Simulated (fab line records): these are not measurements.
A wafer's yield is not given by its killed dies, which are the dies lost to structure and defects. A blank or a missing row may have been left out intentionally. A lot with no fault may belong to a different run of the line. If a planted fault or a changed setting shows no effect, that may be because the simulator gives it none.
Which tool is to blame? / flow sky130 / 13 lots, 39 wafers sampled, at 4 steps of a route of 708

== WHAT EACH GAUGE READ, for each wafer ==
The record lacks any reading of a measuring or inspecting step that a usual standard deviation could be used to judge.

== EACH LOT AND THE TOOL THAT RAN IT (in order: tool; ch and the chambers of the sampled wafers; start) ==
lot=L408; SKY_LOCAL_INTERCONNECT_DEVELOP_10=litho_track-04 ch 0, day 31 04:00; SKY_CONTACT_CVD_00=pecvd-04 ch 0,2, day 31 05:47; SKY_VIA1_CMP_24=cmp-01 ch 1,2,3, day 34 20:13; SKY_VIA2_ETCH_14=rie_diel-03 ch 1,2, day 37 02:37
lot=L411; SKY_LOCAL_INTERCONNECT_DEVELOP_10=litho_track-02 ch 0, day 31 22:00; SKY_CONTACT_CVD_00=pecvd-04 ch 0,1, day 32 00:01; SKY_VIA1_CMP_24=cmp-02 ch 0,1, day 35 17:18; SKY_VIA2_ETCH_14=rie_diel-04 ch 0,1,3, day 37 23:08
lot=L414; SKY_LOCAL_INTERCONNECT_DEVELOP_10=litho_track-02 ch 0, day 32 23:00; SKY_CONTACT_CVD_00=pecvd-03 ch 0,2, day 33 00:50; SKY_VIA1_CMP_24=cmp-01 ch 0,3, day 36 12:51; SKY_VIA2_ETCH_14=rie_diel-03 ch 0,1, day 38 18:05
lot=L415; SKY_LOCAL_INTERCONNECT_DEVELOP_10=litho_track-04 ch 0, day 33 07:00; SKY_CONTACT_CVD_00=pecvd-04 ch 0,1, day 33 08:47; SKY_VIA1_CMP_24=cmp-01 ch 2,3, day 36 20:25; SKY_VIA2_ETCH_14=rie_diel-04 ch 0,3, day 39 01:23
lot=L416; SKY_LOCAL_INTERCONNECT_DEVELOP_10=litho_track-04 ch 0, day 33 17:00; SKY_CONTACT_CVD_00=pecvd-01 ch 0,2, day 33 18:33; SKY_VIA1_CMP_24=cmp-02 ch 0,1,3, day 37 06:47; SKY_VIA2_ETCH_14=rie_diel-01 ch 0,1,2, day 39 11:49
lot=L418; SKY_LOCAL_INTERCONNECT_DEVELOP_10=litho_track-04 ch 0, day 34 06:00; SKY_CONTACT_CVD_00=pecvd-04 ch 0,1,2, day 34 07:22; SKY_VIA1_CMP_24=cmp-01 ch 0,1,2, day 37 18:08; SKY_VIA2_ETCH_14=rie_diel-01 ch 0,1,2, day 39 22:17
lot=L420; SKY_LOCAL_INTERCONNECT_DEVELOP_10=litho_track-04 ch 0, day 34 18:00; SKY_CONTACT_CVD_00=pecvd-03 ch 0,2, day 34 19:57; SKY_VIA1_CMP_24=cmp-02 ch 0,1,2, day 38 07:43; SKY_VIA2_ETCH_14=rie_diel-03 ch 1,2, day 40 11:19
lot=L419; SKY_LOCAL_INTERCONNECT_DEVELOP_10=litho_track-03 ch 0, day 34 21:00; SKY_CONTACT_CVD_00=pecvd-01 ch 0,2, day 34 22:16; SKY_VIA1_CMP_24=cmp-02 ch 0,1,2, day 38 09:37; SKY_VIA2_ETCH_14=rie_diel-01 ch 1,2,3, day 40 13:22
lot=L422; SKY_LOCAL_INTERCONNECT_DEVELOP_10=litho_track-04 ch 0, day 35 14:00; SKY_CONTACT_CVD_00=pecvd-01 ch 0,1, day 35 15:25; SKY_VIA1_CMP_24=cmp-01 ch 1,2,3, day 39 01:38; SKY_VIA2_ETCH_14=rie_diel-01 ch 0,1,3, day 41 04:52
lot=L424; SKY_LOCAL_INTERCONNECT_DEVELOP_10=litho_track-02 ch 0, day 36 00:00; SKY_CONTACT_CVD_00=pecvd-01 ch 0,2, day 36 01:16; SKY_VIA1_CMP_24=cmp-01 ch 1,2,3, day 39 11:25; SKY_VIA2_ETCH_14=rie_diel-03 ch 1,2, day 41 14:20
lot=L428; SKY_LOCAL_INTERCONNECT_DEVELOP_10=litho_track-03 ch 0, day 37 01:00; SKY_CONTACT_CVD_00=pecvd-04 ch 0,2, day 37 02:47; SKY_VIA1_CMP_24=cmp-02 ch 0,2,3, day 40 11:49; SKY_VIA2_ETCH_14=rie_diel-03 ch 0,1, day 42 14:46
lot=L429; SKY_LOCAL_INTERCONNECT_DEVELOP_10=litho_track-03 ch 0, day 37 12:00; SKY_CONTACT_CVD_00=pecvd-01 ch 1,2, day 37 13:08; SKY_VIA1_CMP_24=cmp-01 ch 1,2,3, day 40 21:05; SKY_VIA2_ETCH_14=rie_diel-03 ch 0,1,2, day 42 22:43
lot=L430; SKY_LOCAL_INTERCONNECT_DEVELOP_10=litho_track-02 ch 0, day 37 20:00; SKY_CONTACT_CVD_00=pecvd-03 ch 0,1,2, day 37 21:05; SKY_VIA1_CMP_24=cmp-02 ch 0,1,2, day 41 05:50; SKY_VIA2_ETCH_14=rie_diel-04 ch 0,1,3, day 43 07:20
- SKY_LOCAL_INTERCONNECT_DEVELOP_10: develop time 60 s.
- SKY_CONTACT_CVD_00: deposits Si3N4, target thk 75 nm.
- SKY_VIA1_CMP_24: polishes, stops on SiO2, t overpolish 15 s, target thk 0 nm.
- SKY_VIA2_ETCH_14: etches BARC in N2/H2, stops on SiO2, time 45.9 s, target depth 60 nm.

== AS READ BY THE TOOLS THEMSELVES (means over the sampled wafers that have a number; for cases with no such wafer, the mark the record gives instead) ==
SKY_LOCAL_INTERCONNECT_DEVELOP_10. Usual: 21.01 C for developer_temp_C, sd 0.11.
lot=L408; tool=litho_track-04; developer_temp_C (C)=20.91; flag=
lot=L411; tool=litho_track-02; developer_temp_C (C)=20.99; flag=
lot=L414; tool=litho_track-02; developer_temp_C (C)=21.08; flag=
lot=L415; tool=litho_track-04; developer_temp_C (C)=20.95; flag=
lot=L416; tool=litho_track-04; developer_temp_C (C)=20.97; flag=
lot=L418; tool=litho_track-04; developer_temp_C (C)=20.97; flag=
lot=L420; tool=litho_track-04; developer_temp_C (C)=23.20; flag=OFF
lot=L419; tool=litho_track-03; developer_temp_C (C)=20.92; flag=
lot=L422; tool=litho_track-04; developer_temp_C (C)=23.22; flag=OFF
lot=L424; tool=litho_track-02; developer_temp_C (C)=20.96; flag=
lot=L428; tool=litho_track-03; developer_temp_C (C)=20.95; flag=
lot=L429; tool=litho_track-03; developer_temp_C (C)=21.08; flag=
lot=L430; tool=litho_track-02; developer_temp_C (C)=21.13; flag=

SKY_CONTACT_CVD_00. Usual: 706 W for heater_power_w, sd 75.
lot=L408; tool=pecvd-04; heater_power_w (W)=764; flag=
lot=L411; tool=pecvd-04; heater_power_w (W)=678; flag=
lot=L414; tool=pecvd-03; heater_power_w (W)=689; flag=
lot=L415; tool=pecvd-04; heater_power_w (W)=582; flag=
lot=L416; tool=pecvd-01; heater_power_w (W)=734; flag=
lot=L418; tool=pecvd-04; heater_power_w (W)=737; flag=
lot=L420; tool=pecvd-03; heater_power_w (W)=651; flag=
lot=L419; tool=pecvd-01; heater_power_w (W)=741; flag=
lot=L422; tool=pecvd-01; heater_power_w (W)=737; flag=
lot=L424; tool=pecvd-01; heater_power_w (W)=716; flag=
lot=L428; tool=pecvd-04; heater_power_w (W)=755; flag=
lot=L429; tool=pecvd-01; heater_power_w (W)=667; flag=
lot=L430; tool=pecvd-03; heater_power_w (W)=707; flag=

SKY_VIA1_CMP_24. Usual: motor_current_A 10.9 A, standard deviation 1.1; overpolish_run_s 15.001 s, standard deviation 0.0095; time_to_endpoint_s 67 s, standard deviation 3.8.
lot=L408; tool=cmp-01; motor_current_A (A)=10.1; overpolish_run_s (s)=15.004; time_to_endpoint_s (s)=67; flag=
lot=L411; tool=cmp-02; motor_current_A (A)=11.3; overpolish_run_s (s)=15.004; time_to_endpoint_s (s)=61; flag=
lot=L414; tool=cmp-01; motor_current_A (A)=11.5; overpolish_run_s (s)=14.987; time_to_endpoint_s (s)=66; flag=
lot=L415; tool=cmp-01; motor_current_A (A)=9.6; overpolish_run_s (s)=14.999; time_to_endpoint_s (s)=66; flag=
lot=L416; tool=cmp-02; motor_current_A (A)=11.6; overpolish_run_s (s)=15.004; time_to_endpoint_s (s)=66; flag=
lot=L418; tool=cmp-01; motor_current_A (A)=9.9; overpolish_run_s (s)=15.006; time_to_endpoint_s (s)=71; flag=
lot=L420; tool=cmp-02; motor_current_A (A)=11.3; overpolish_run_s (s)=15.005; time_to_endpoint_s (s)=68; flag=
lot=L419; tool=cmp-02; motor_current_A (A)=11.3; overpolish_run_s (s)=15.004; time_to_endpoint_s (s)=65; flag=
lot=L422; tool=cmp-01; motor_current_A (A)=10.1; overpolish_run_s (s)=15.000; time_to_endpoint_s (s)=63; flag=
lot=L424; tool=cmp-01; motor_current_A (A)=10.0; overpolish_run_s (s)=15.002; time_to_endpoint_s (s)=67; flag=
lot=L428; tool=cmp-02; motor_current_A (A)=11.3; overpolish_run_s (s)=14.999; time_to_endpoint_s (s)=66; flag=
lot=L429; tool=cmp-01; motor_current_A (A)=9.9; overpolish_run_s (s)=14.997; time_to_endpoint_s (s)=64; flag=
lot=L430; tool=cmp-02; motor_current_A (A)=11.6; overpolish_run_s (s)=15.003; time_to_endpoint_s (s)=64; flag=

SKY_VIA2_ETCH_14. Usual: bias_w 100.0 W, standard deviation 0.31; drypump_motor_current_A 5.7 A, standard deviation 0.37; oes_product_au 0.858 a.u., standard deviation 0.0048; throttle_valve_pct 13.226 %, standard deviation 0.0088.
lot=L408; tool=rie_diel-03; bias_w (W)=99.6; drypump_motor_current_A (A)=5.3; oes_product_au (a.u.)=0.851; throttle_valve_pct (%)=13.228; flag=
lot=L411; tool=rie_diel-04; bias_w (W)=100.1; drypump_motor_current_A (A)=6.0; oes_product_au (a.u.)=0.856; throttle_valve_pct (%)=13.222; flag=
lot=L414; tool=rie_diel-03; bias_w (W)=100.0; drypump_motor_current_A (A)=5.8; oes_product_au (a.u.)=0.860; throttle_valve_pct (%)=13.228; flag=
lot=L415; tool=rie_diel-04; bias_w (W)=99.5; drypump_motor_current_A (A)=6.1; oes_product_au (a.u.)=0.856; throttle_valve_pct (%)=13.228; flag=
lot=L416; tool=rie_diel-01; bias_w (W)=100.2; drypump_motor_current_A (A)=5.6; oes_product_au (a.u.)=0.853; throttle_valve_pct (%)=13.227; flag=
lot=L418; tool=rie_diel-01; bias_w (W)=99.8; drypump_motor_current_A (A)=5.6; oes_product_au (a.u.)=0.860; throttle_valve_pct (%)=13.220; flag=
lot=L420; tool=rie_diel-03; bias_w (W)=100.2; drypump_motor_current_A (A)=5.3; oes_product_au (a.u.)=0.859; throttle_valve_pct (%)=13.232; flag=
lot=L419; tool=rie_diel-01; bias_w (W)=100.1; drypump_motor_current_A (A)=5.8; oes_product_au (a.u.)=0.859; throttle_valve_pct (%)=13.229; flag=
lot=L422; tool=rie_diel-01; bias_w (W)=100.1; drypump_motor_current_A (A)=5.7; oes_product_au (a.u.)=0.861; throttle_valve_pct (%)=13.224; flag=
lot=L424; tool=rie_diel-03; bias_w (W)=100.1; drypump_motor_current_A (A)=5.3; oes_product_au (a.u.)=0.862; throttle_valve_pct (%)=13.229; flag=
lot=L428; tool=rie_diel-03; bias_w (W)=99.9; drypump_motor_current_A (A)=5.8; oes_product_au (a.u.)=0.856; throttle_valve_pct (%)=13.229; flag=
lot=L429; tool=rie_diel-03; bias_w (W)=100.3; drypump_motor_current_A (A)=5.5; oes_product_au (a.u.)=0.860; throttle_valve_pct (%)=13.227; flag=
lot=L430; tool=rie_diel-04; bias_w (W)=100.2; drypump_motor_current_A (A)=6.0; oes_product_au (a.u.)=0.863; throttle_valve_pct (%)=13.211; flag=

== THE ANSWER, worked out from the rows above alone ==
Rule: lot off if the mean of its wafers having a number is beyond 3 standard deviations from the usual mean. Also off: a lot with no number at a reading for which 4 or more lots have one. The other lots that the step has rows for count as sound. After the gauges, taken in route order, come the tools' own readings; for these a lot's mean is taken, as printed above. The first step at which some lot is off is used, and at that step the reading that is off furthest; a lot without a number counts as furthest.
Off, at SKY_LOCAL_INTERCONNECT_DEVELOP_10 on developer_temp_C: L420, L422.
A tool fits if, at that step or a process step before it, it ran every lot that is off, and no sound lot after the first of them. One fits: SKY_LOCAL_INTERCONNECT_DEVELOP_10 on litho_track-04. A fault onset in the window from L418 (day 34 06:00, its last sound lot) to L420 (day 34 18:00, its first lot off) fits.
The tool's own readings at SKY_LOCAL_INTERCONNECT_DEVELOP_10 bear it out: on the lots that are off they differ by more than 5 times the standard deviation of the sound lots' means. developer_temp_C reads 23.21 C there against 20.99 C on the sound lots.

== WHAT THE SIMULATOR HAD INSERTED ==
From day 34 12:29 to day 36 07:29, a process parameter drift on litho_track-04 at SKY_LOCAL_INTERCONNECT_DEVELOP_10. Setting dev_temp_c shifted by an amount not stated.
Shown lots that were struck: L420, L422. The same result came from the rule above.
